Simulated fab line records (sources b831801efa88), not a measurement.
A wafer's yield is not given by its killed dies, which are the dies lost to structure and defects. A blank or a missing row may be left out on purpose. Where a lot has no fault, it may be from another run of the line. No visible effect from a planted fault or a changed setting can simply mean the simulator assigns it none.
fab line records | flow sfq_line
[record] lots = 10 | wafers = 30 | last_day = 91
route steps=325 shown L0@14 M0@29 M1@59
lots untouched by any fault: they come from a run of this same line in which no faults occurred
start_h: hours from the record's first day to the start of the lot's first wafer shown | wait_h: how many hours have passed since the lot's step before this one | " as in the row above | L1.1+2: one row covering several wafers at once | - no value present, or no start provided | * or withheld: withheld | < > ~ a bound
route shown NAME@n: NAME is a module with steps in the file, n the number in the route of the first one | usual: average and standard deviation across the fault-free wafers | same: alike in all rows | chamber/n: place in a boat | sites: readings site by site | _std_site: standard deviation of those values | _edge_site: inner sites' mean taken away from outer sites' mean | radius_mm: how far each site lies from the wafer's centre | mask NAME#n: copy n | behind: the last tool/chamber to shape the wafer | hold: reason for holding the lot/hours on hold/outcome of the hold | device: the transistor (n, p or np) that didn't switch | end of line: at the end of the route, the tests of the same wafers | for a step that has no rows: nothing shown but its recipe | killed: the dies lost at the first sort to structure and to defects; this is not the yield of the wafer | map: shows each die of a wafer: x if killed, . if not, _ if none is there
set.NAME: the setting as run; set.NAME@STEP: as run at that earlier step | model.NAME: the simulator's own value behind a step, which no gauge read
one table for each step of the route and one row for each wafer, over a sample of lots
services: from which hour (start_h, from the record's first day; less than 0 if before it) a tool's chamber was out of use, for how many hours, and why
[[steps]]
[step SFQ_TRILAYER_L0_STRIP_STRIP_009]
[recipe] gas = O2 | power_w = 200 | platen_temp_c = 40 | overash_fraction = 0.65 | chemistry = O2 | pressure_mtorr = 50
[usual] chamber_pressure_mTorr = 50.01/0.047 | drypump_motor_current_A = 5.5/0.51 | oes_product_au = 1.004/0.0087
lot.wafer | tool         | chamber | start_h | wait_h | chamber_pressure_mTorr | drypump_motor_current_A | oes_product_au | rf_hours_counter_h
L395.1    | rie_metal-02 | 0       | 33.00   | 0.0    | 50.04                  | 5.8                     | 1.013          | 43
L395.2    | "            | 1       | "       | "      | 49.96                  | 4.8                     | 1.001          | 199
L395.6    | "            | 1       | "       | "      | 50.12                  | 4.8                     | 0.997          | -
L396.1    | rie_metal-01 | 0       | 37.80   | 0.0    | 49.94                  | 5.8                     | 0.990          | 6
L396.4    | "            | 1       | "       | "      | 50.02                  | 5.0                     | 0.999          | -
L396.6    | "            | 0       | "       | "      | 49.94                  | 5.8                     | 1.007          | -
L397.3    | rie_metal-02 | 1       | 42.80   | 0.2    | 50.03                  | 4.8                     | 0.997          | -
L397.4    | "            | 0       | "       | "      | 50.10                  | 5.8                     | 1.024          | -
L397.5    | "            | 1       | "       | "      | 50.05                  | 4.8                     | 0.996          | -
L398.2    | rie_metal-04 | 0       | 47.40   | 0.0    | 50.05                  | 5.0                     | 0.998          | 19
L398.5    | "            | 0       | "       | "      | 50.06                  | 5.0                     | 0.994          | -
L398.6    | "            | 1       | "       | "      | 50.04                  | 6.2                     | 0.993          | -
L399.1    | rie_metal-01 | 0       | 51.10   | 0.1    | 49.99                  | 5.9                     | 1.003          | 9
L399.4    | "            | 0       | "       | "      | 50.00                  | 5.9                     | 1.007          | -
L399.6    | "            | 0       | "       | "      | 49.99                  | 5.8                     | 0.996          | -
L400.1    | rie_metal-01 | 0       | 56.18   | 0.1    | 50.04                  | 5.9                     | 1.001          | 11
L400.4    | "            | 0       | "       | "      | 50.08                  | 5.8                     | 0.999          | -
L400.6    | "            | 0       | "       | "      | 50.10                  | 5.8                     | 1.000          | -
L410.1    | rie_metal-04 | 0       | 103.80  | 0.0    | 50.01                  | 5.0                     | 0.996          | 30
L410.3    | "            | 1       | "       | "      | 49.95                  | 6.2                     | 1.001          | -
L410.4    | "            | 0       | "       | "      | 49.99                  | 5.0                     | 1.001          | -
L411.1    | rie_metal-02 | 0       | 108.60  | 0.0    | 50.01                  | 5.8                     | 1.017          | 60
L411.4    | "            | 1       | "       | "      | 50.01                  | 4.8                     | 1.004          | -
L411.6    | "            | 0       | "       | "      | 49.98                  | 5.8                     | 1.018          | -
L413.1    | rie_metal-01 | 1       | 115.80  | 0.0    | 50.01                  | 5.0                     | 1.009          | 8
L413.3    | "            | 1       | "       | "      | 50.00                  | 5.0                     | 1.016          | -
L413.6    | "            | 0       | "       | "      | 50.04                  | 5.8                     | 1.003          | -
L415.2    | rie_metal-01 | 1       | 126.60  | 0.0    | 49.97                  | 5.0                     | 1.020          | 11
L415.3    | "            | 0       | "       | "      | 49.96                  | 5.8                     | 1.005          | -
L415.5    | "            | 0       | "       | "      | 49.96                  | 5.8                     | 1.021          | -
[step SFQ_TRILAYER_M0_DEP_SPUTTER_019]
[recipe] material = Nb | base_pressure_pa = 1.33e-06 | chamber_pressure_pa = 0.1333 | substrate_temp_c = 20 | resputter_cathode_voltage_v = 400 | target_thk_nm = 200 | power_w = 2000 | time_s = 133.3
[usual] throttle_valve_pct = 29.5/0.91
lot.wafer | tool           | chamber | start_h | wait_h | throttle_valve_pct
L395.1    | pvd_sputter-05 | -       | 104.59  | 0.0    | 27.7
L395.2    | "              | -       | "       | "      | 29.4
L395.6    | "              | -       | "       | "      | 30.2
L396.1    | pvd_sputter-03 | -       | 108.19  | 0.0    | 29.3
L396.4    | "              | -       | "       | "      | 28.8
L396.6    | "              | -       | "       | "      | 28.8
L397.3    | pvd_sputter-03 | -       | 114.19  | 0.0    | 29.5
L397.4    | "              | -       | "       | "      | 29.2
L397.5    | "              | -       | "       | "      | 28.5
L398.2    | pvd_sputter-05 | -       | 121.39  | 0.0    | 29.5
L398.5    | "              | -       | "       | "      | 32.9
L398.6    | "              | -       | "       | "      | 27.5
L399.1    | pvd_sputter-03 | -       | 126.19  | 0.0    | 29.9
L399.4    | "              | -       | "       | "      | 29.7
L399.6    | "              | -       | "       | "      | 29.6
L400.1    | pvd_sputter-03 | -       | 132.19  | 0.0    | 29.8
L400.4    | "              | -       | "       | "      | 29.2
L400.6    | "              | -       | "       | "      | 29.8
L410.1    | pvd_sputter-06 | -       | 185.54  | 0.0    | 28.5
L410.3    | "              | -       | "       | "      | 29.6
L410.4    | "              | -       | "       | "      | 29.6
L411.1    | pvd_sputter-03 | -       | 190.34  | 0.0    | 29.1
L411.4    | "              | -       | "       | "      | 29.7
L411.6    | "              | -       | "       | "      | 28.7
L413.1    | pvd_sputter-03 | -       | 198.74  | 0.0    | 28.7
L413.3    | "              | -       | "       | "      | 30.0
L413.6    | "              | -       | "       | "      | 28.9
L415.2    | pvd_sputter-03 | -       | 214.44  | 0.0    | 29.7
L415.3    | "              | -       | "       | "      | 29.1
L415.5    | "              | -       | "       | "      | 30.0
[step SFQ_TRILAYER_M0_BARC_OPEN_METAL_ETCH_031]
[recipe] mask_material = PR | chemistry = O2 | target_depth_nm = 125 | target = BARC | icp_w = 600 | bias_w = 80 | pressure_mtorr = 10 | time_s = 41.7
[usual] chamber_pressure_mTorr = 10.000/0.0084 | drypump_motor_current_A = 5.4/0.46 | oes_product_au = 0.685/0.0046
lot.wafer | tool         | chamber | start_h | wait_h | chamber_pressure_mTorr | drypump_motor_current_A | oes_product_au | rf_hours_counter_h
L395.1    | rie_metal-04 | 0       | 116.93  | 0.0    | 9.990                  | 5.0                     | 0.682          | 32
L395.2    | "            | 1       | "       | "      | 10.000                 | 6.2                     | 0.686          | 183
L395.6    | "            | 1       | "       | "      | 9.978                  | 6.2                     | 0.682          | -
L396.1    | rie_metal-01 | 0       | 122.93  | 0.0    | 9.993                  | 5.8                     | 0.693          | 27
L396.4    | "            | 1       | "       | "      | 10.005                 | 5.0                     | 0.691          | -
L396.6    | "            | 1       | "       | "      | 10.006                 | 5.0                     | 0.690          | -
L397.3    | rie_metal-03 | 1       | 128.95  | 0.0    | 9.994                  | 5.0                     | 0.691          | -
L397.4    | "            | 0       | "       | "      | 9.995                  | 5.7                     | 0.683          | -
L397.5    | "            | 1       | "       | "      | 9.997                  | 4.9                     | 0.682          | -
L398.2    | rie_metal-04 | 0       | 133.75  | 0.0    | 10.004                 | 5.0                     | 0.682          | -
L398.5    | "            | 0       | "       | "      | 10.012                 | 5.0                     | 0.686          | -
L398.6    | "            | 0       | "       | "      | 9.998                  | 5.0                     | 0.681          | -
L399.1    | rie_metal-03 | 0       | 139.73  | 0.0    | 9.991                  | 5.6                     | 0.676          | 101
L399.4    | "            | 1       | "       | "      | 10.005                 | 4.9                     | 0.683          | -
L399.6    | "            | 0       | "       | "      | 9.999                  | 5.7                     | 0.683          | -
L400.1    | rie_metal-04 | 0       | 145.53  | 0.0    | 10.002                 | 5.0                     | 0.686          | 40
L400.4    | "            | 0       | "       | "      | 10.018                 | 5.0                     | 0.683          | -
L400.6    | "            | 0       | "       | "      | 10.011                 | 5.0                     | 0.684          | -
L410.1    | rie_metal-04 | 0       | 213.53  | 0.0    | 9.996                  | 5.0                     | 0.687          | 53
L410.3    | "            | 0       | "       | "      | 10.003                 | 5.0                     | 0.681          | -
L410.4    | "            | 0       | "       | "      | 10.003                 | 5.0                     | 0.681          | -
L411.1    | rie_metal-03 | 1       | 217.13  | 0.0    | 10.004                 | 4.9                     | 0.687          | 124
L411.4    | "            | 1       | "       | "      | 10.005                 | 4.9                     | 0.681          | -
L411.6    | "            | 1       | "       | "      | 9.998                  | 4.9                     | 0.684          | -
L413.1    | rie_metal-04 | 0       | 227.93  | 0.0    | 9.999                  | 5.0                     | 0.685          | 58
L413.3    | "            | 1       | "       | "      | 9.992                  | 6.2                     | 0.695          | -
L413.6    | "            | 1       | "       | "      | 9.998                  | 6.2                     | 0.686          | -
L415.2    | rie_metal-04 | 1       | 238.73  | 0.0    | 9.990                  | 6.2                     | 0.682          | 3
L415.3    | "            | 0       | "       | "      | 9.996                  | 5.0                     | 0.687          | -
L415.5    | "            | 0       | "       | "      | 10.000                 | 5.0                     | 0.686          | -
[step SFQ_TRILAYER_M1_DEP_SPUTTER_037]
[recipe] material = Nb | base_pressure_pa = 1.33e-06 | chamber_pressure_pa = 0.1333 | substrate_temp_c = 20 | resputter_cathode_voltage_v = 400 | target_thk_nm = 200 | power_w = 2000 | time_s = 133.3
[usual] throttle_valve_pct = 29.3/0.58
lot.wafer | tool           | chamber | start_h | wait_h | throttle_valve_pct
L395.1    | pvd_sputter-03 | -       | 222.92  | 0.0    | 30.1
L395.2    | "              | -       | "       | "      | 28.7
L395.6    | "              | -       | "       | "      | 28.7
L396.1    | pvd_sputter-04 | -       | 228.91  | 0.0    | 27.9
L396.4    | "              | -       | "       | "      | 30.0
L396.6    | "              | -       | "       | "      | 30.2
L397.3    | pvd_sputter-03 | -       | 234.91  | 0.0    | 29.8
L397.4    | "              | -       | "       | "      | 30.0
L397.5    | "              | -       | "       | "      | 30.0
L398.2    | pvd_sputter-03 | -       | 243.31  | 0.0    | 29.7
L398.5    | "              | -       | "       | "      | 28.8
L398.6    | "              | -       | "       | "      | 29.8
L399.1    | pvd_sputter-03 | -       | 248.13  | 0.0    | 29.1
L399.4    | "              | -       | "       | "      | 28.6
L399.6    | "              | -       | "       | "      | 29.3
L400.1    | pvd_sputter-04 | -       | 250.53  | 0.0    | 27.8
L400.4    | "              | -       | "       | "      | 28.9
L400.6    | "              | -       | "       | "      | 27.6
L410.1    | pvd_sputter-03 | -       | 338.63  | 0.0    | 28.4
L410.3    | "              | -       | "       | "      | 29.2
L410.4    | "              | -       | "       | "      | 29.7
L411.1    | pvd_sputter-03 | -       | 344.71  | 0.0    | 29.3
L411.4    | "              | -       | "       | "      | 28.8
L411.6    | "              | -       | "       | "      | 28.4
L413.1    | pvd_sputter-04 | -       | 357.60  | 0.0    | 30.1
L413.3    | "              | -       | "       | "      | 29.4
L413.6    | "              | -       | "       | "      | 27.8
L415.2    | pvd_sputter-06 | -       | 372.00  | 0.0    | 29.3
L415.3    | "              | -       | "       | "      | 28.5
L415.5    | "              | -       | "       | "      | 29.7
[step SFQ_M1_RS_MEAS_909]
[recipe] thk_meas_gauge = four-point-probe | reads = Nb_of_TRILAYER_M1_DEP_SPUTTER_037
[usual] M1_NB_RS = 0.893/0.01
lot.wafer | tool          | chamber | start_h | wait_h | M1_NB_RS[ohm/sq]
L395.1    | film_metro-04 | -       | 223.02  | 0.0    | 0.901
L395.2    | "             | -       | "       | "      | 0.888
L395.6    | "             | -       | "       | "      | 0.898
L396.1    | film_metro-04 | -       | 229.00  | 0.0    | 0.874
L396.4    | "             | -       | "       | "      | 0.882
L396.6    | "             | -       | "       | "      | 0.886
L397.3    | film_metro-04 | -       | 235.04  | 0.1    | 0.902
L397.4    | "             | -       | "       | "      | 0.913
L397.5    | "             | -       | "       | "      | 0.905
L398.2    | film_metro-04 | -       | 243.42  | 0.1    | 0.896
L398.5    | "             | -       | "       | "      | 0.884
L398.6    | "             | -       | "       | "      | 0.896
L399.1    | film_metro-01 | -       | 248.22  | 0.0    | 0.874
L399.4    | "             | -       | "       | "      | 0.874
L399.6    | "             | -       | "       | "      | 0.878
L400.1    | film_metro-04 | -       | 250.62  | 0.0    | 0.884
L400.4    | "             | -       | "       | "      | 0.880
L400.6    | "             | -       | "       | "      | 0.886
L410.1    | film_metro-01 | -       | 338.72  | 0.0    | 0.733
L410.3    | "             | -       | "       | "      | 0.892
L410.4    | "             | -       | "       | "      | 0.739
L411.1    | film_metro-01 | -       | 344.80  | 0.0    | 0.737
L411.4    | "             | -       | "       | "      | 0.737
L411.6    | "             | -       | "       | "      | 0.898
L413.1    | film_metro-01 | -       | 357.69  | 0.0    | 0.885
L413.3    | "             | -       | "       | "      | 0.879
L413.6    | "             | -       | "       | "      | 0.879
L415.2    | film_metro-02 | -       | 372.11  | 0.1    | 0.900
L415.3    | "             | -       | "       | "      | 0.912
L415.5    | "             | -       | "       | "      | 0.912
[step SFQ_TRILAYER_M1_ETCH_METAL_ETCH_042]
[recipe] target = Nb | stop_on = SiO2 | mask_material = PR | chemistry = Cl2/Ar | target_depth_nm = 240 | icp_w = 600 | bias_w = 80 | pressure_mtorr = 10 | time_s = 120
[usual] chamber_pressure_mTorr = 9.999/0.0093 | drypump_motor_current_A = 5.5/0.54 | oes_product_au = 0.892/0.0065
lot.wafer | tool         | chamber | start_h | wait_h | chamber_pressure_mTorr | drypump_motor_current_A | oes_product_au | rf_hours_counter_h
L395.1    | rie_metal-02 | 1       | 249.59  | 0.0    | 9.999                  | 4.8                     | 0.887          | 28
L395.2    | "            | 0       | "       | "      | 10.000                 | 5.8                     | 0.894          | 86
L395.6    | "            | 1       | "       | "      | 9.987                  | 4.8                     | 0.885          | -
L396.1    | rie_metal-04 | 1       | 255.59  | 0.0    | 9.998                  | 6.2                     | 0.895          | 6
L396.4    | "            | 0       | "       | "      | 9.999                  | 5.0                     | 0.899          | -
L396.6    | "            | 1       | "       | "      | 10.011                 | 6.2                     | 0.896          | -
L397.3    | rie_metal-04 | 1       | 260.43  | 0.1    | 10.010                 | 6.1                     | 0.880          | -
L397.4    | "            | 0       | "       | "      | 9.998                  | 5.1                     | 0.885          | -
L397.5    | "            | 1       | "       | "      | 10.006                 | 6.2                     | 0.889          | -
L398.2    | rie_metal-04 | 1       | 269.99  | 0.0    | 10.007                 | 6.2                     | 0.881          | 9
L398.5    | "            | 1       | "       | "      | 10.013                 | 6.2                     | 0.897          | -
L398.6    | "            | 0       | "       | "      | 9.997                  | 5.0                     | 0.895          | -
L399.1    | rie_metal-04 | 1       | 275.99  | 0.0    | 10.008                 | 6.2                     | 0.903          | 10
L399.4    | "            | 0       | "       | "      | 9.990                  | 5.0                     | 0.899          | -
L399.6    | "            | 0       | "       | "      | 10.004                 | 5.0                     | 0.898          | -
L400.1    | rie_metal-01 | 1       | 277.19  | 0.0    | 9.998                  | 5.0                     | 0.899          | 33
L400.4    | "            | 1       | "       | "      | 9.996                  | 5.0                     | 0.903          | -
L400.6    | "            | 0       | "       | "      | 10.004                 | 5.8                     | 0.899          | -
L410.1    | rie_metal-04 | 0       | 353.00  | 0.0    | 10.005                 | 5.0                     | 0.988          | 82
L410.3    | "            | 1       | "       | "      | 9.992                  | 6.2                     | 0.881          | -
L410.4    | "            | 0       | "       | "      | 9.985                  | 5.0                     | 0.990          | -
L411.1    | rie_metal-04 | 0       | 357.80  | 0.0    | 10.006                 | 5.0                     | 0.993          | 83
L411.4    | "            | 0       | "       | "      | 10.009                 | 5.0                     | 0.981          | -
L411.6    | "            | 0       | "       | "      | 9.984                  | 5.0                     | 0.887          | -
L413.1    | rie_metal-01 | 1       | 376.10  | 0.0    | 9.997                  | 5.0                     | 0.893          | 50
L413.3    | "            | 0       | "       | "      | 9.995                  | 5.8                     | 0.892          | -
L413.6    | "            | 0       | "       | "      | 10.011                 | 5.8                     | 0.899          | -
L415.2    | rie_metal-02 | 0       | 390.60  | 0.0    | 9.993                  | 5.8                     | 0.885          | 107
L415.3    | "            | 0       | "       | "      | 10.003                 | 5.8                     | 0.885          | -
L415.5    | "            | 0       | "       | "      | 9.987                  | 5.8                     | 0.881          | -
[[services]]
tool           | chamber | start_h | hours | kind
pvd_sputter-05 | -       | 36.31   | 6.0   | repair
pvd_sputter-06 | -       | 39.66   | 9.4   | repair
pvd_sputter-06 | -       | 54.35   | 2.1   | repair
rie_metal-02   | 0       | 82.77   | 2.1   | repair
pvd_sputter-05 | -       | 87.71   | 1.7   | repair
pvd_sputter-06 | -       | 97.45   | 11.0  | repair
pvd_sputter-04 | -       | 98.45   | 0.7   | repair
rie_metal-04   | 1       | 118.46  | 27.2  | repair
pvd_sputter-03 | -       | 120.86  | 2.8   | repair
rie_metal-01   | -       | 132.40  | 14.6  | pm
pvd_sputter-06 | -       | 137.32  | 3.2   | repair
pvd_sputter-04 | -       | 165.55  | 4.3   | repair
pvd_sputter-03 | -       | 183.98  | 2.1   | repair
rie_metal-01   | 1       | 218.10  | 5.8   | repair
pvd_sputter-04 | -       | 261.21  | 20.8  | repair
pvd_sputter-03 | -       | 268.28  | 26.4  | repair
rie_metal-02   | -       | 284.22  | 1.9   | repair
rie_metal-01   | 1       | 289.50  | 2.4   | repair
pvd_sputter-03 | -       | 289.70  | 2.4   | repair
rie_metal-03   | 1       | 313.36  | 6.5   | repair
pvd_sputter-04 | -       | 332.29  | 5.0   | repair
rie_metal-02   | -       | 332.29  | 15.6  | pm
rie_metal-02   | -       | 380.20  | 2.8   | pm
rie_metal-04   | -       | 381.73  | 10.0  | pm
[[key]]
[first_sign] step = SFQ_M1_RS_MEAS_909 | reading = M1_NB_RS | direction = down | sigmas = 16 | usual = 0.893 | struck = 0.737
[effect] step = SFQ_TRILAYER_M1_ETCH_METAL_ETCH_042 | reading = oes_product_au | direction = up | sigmas = 15 | usual = 0.892 | struck = 0.988
met_at SFQ_TRILAYER_M1_DEP_SPUTTER_037
struck_lots L410,L411
struck_wafers L410.1,L410.4,L411.1,L411.4
not_acting_at SFQ_TRILAYER_L0_STRIP_STRIP_009,SFQ_TRILAYER_M0_DEP_SPUTTER_019,SFQ_TRILAYER_M0_BARC_OPEN_METAL_ETCH_031
onset_between 248.13 338.63
[fault] kind = process_parameter_drift | tool = pvd_sputter-03 | chamber = - | onset_h = 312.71 | steps = SFQ_TRILAYER_M1_DEP_SPUTTER_037 | channel = time_s | offset = * | shape = step | end_h = 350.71 | scope = struck_wafers_only | acts_in = * | stated = *
